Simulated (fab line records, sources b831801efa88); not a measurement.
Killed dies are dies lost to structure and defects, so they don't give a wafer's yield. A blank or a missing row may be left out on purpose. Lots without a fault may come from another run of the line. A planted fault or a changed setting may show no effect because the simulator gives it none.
Chamber matching | flow sky130 | SKY_VIA2_ETCH_14 on rie_diel-03: 4 sister chambers
The step etches BARC in N2/H2, stops on SiO2, time 45.9 s, target depth 60 nm. 8 wafers are shown with their chamber, then 9 later ones without.

WAFERS WITH THEIR CHAMBER
wafer  | chamber | drypump_motor_current_A (A) | h2_flow_sccm (sccm)
L077.6 | 1       | 5.4                         | 199.7
L079.2 | 3       | 5.9                         | 200.4
L079.3 | 2       | 5.6                         | 199.9
L086.2 | 3       | 5.9                         | 199.7
L089.6 | 1       | 5.4                         | 199.2
L094.1 | 0       | 5.2                         | 200.7
L094.2 | 2       | 5.6                         | 200.0
L094.5 | 0       | 5.1                         | 200.8

WAFERS WITHOUT THEIR CHAMBER
wafer  | drypump_motor_current_A (A) | h2_flow_sccm (sccm)
L095.2 | 5.2                         | 199.2
L095.3 | 5.6                         | 198.9
L095.5 | 5.9                         | 199.9
L096.1 | 5.6                         | 200.5
L096.3 | 5.9                         | 199.8
L096.4 | 5.4                         | 200.1
L097.1 | 5.9                         | 200.0
L097.2 | 5.4                         | 200.1
L097.5 | 5.6                         | 200.6

WHICH CHAMBER EACH WENT THROUGH
wafer  | from the rows above     | in truth
L095.2 | can't be placed: 0 or 1 | 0
L095.3 | 2                       | 2
L095.5 | 3                       | 3
L096.1 | 2                       | 2
L096.3 | 3                       | 3
L096.4 | 1                       | 1
L097.1 | 3                       | 3
L097.2 | 1                       | 1
L097.5 | 2                       | 2
Placed correctly: 8 of 9. Can't be placed from these rows: 1 (the true chamber is among the candidates in 1). Placed wrongly: 0.
How it was worked out, from the rows above alone: a wafer's distance from a chamber is the root of the sum, over the readings, of the square of ((its reading less the chamber's mean) divided by the reading's scatter). The wafer belongs to the nearest chamber; if the next one is less than 2 further off, it can't be placed. A chamber's mean is the mean of its shown wafers. The scatter: the root of (the sum of the squares of (reading less its chamber's mean) over the shown wafers, divided by (wafers less chambers)).
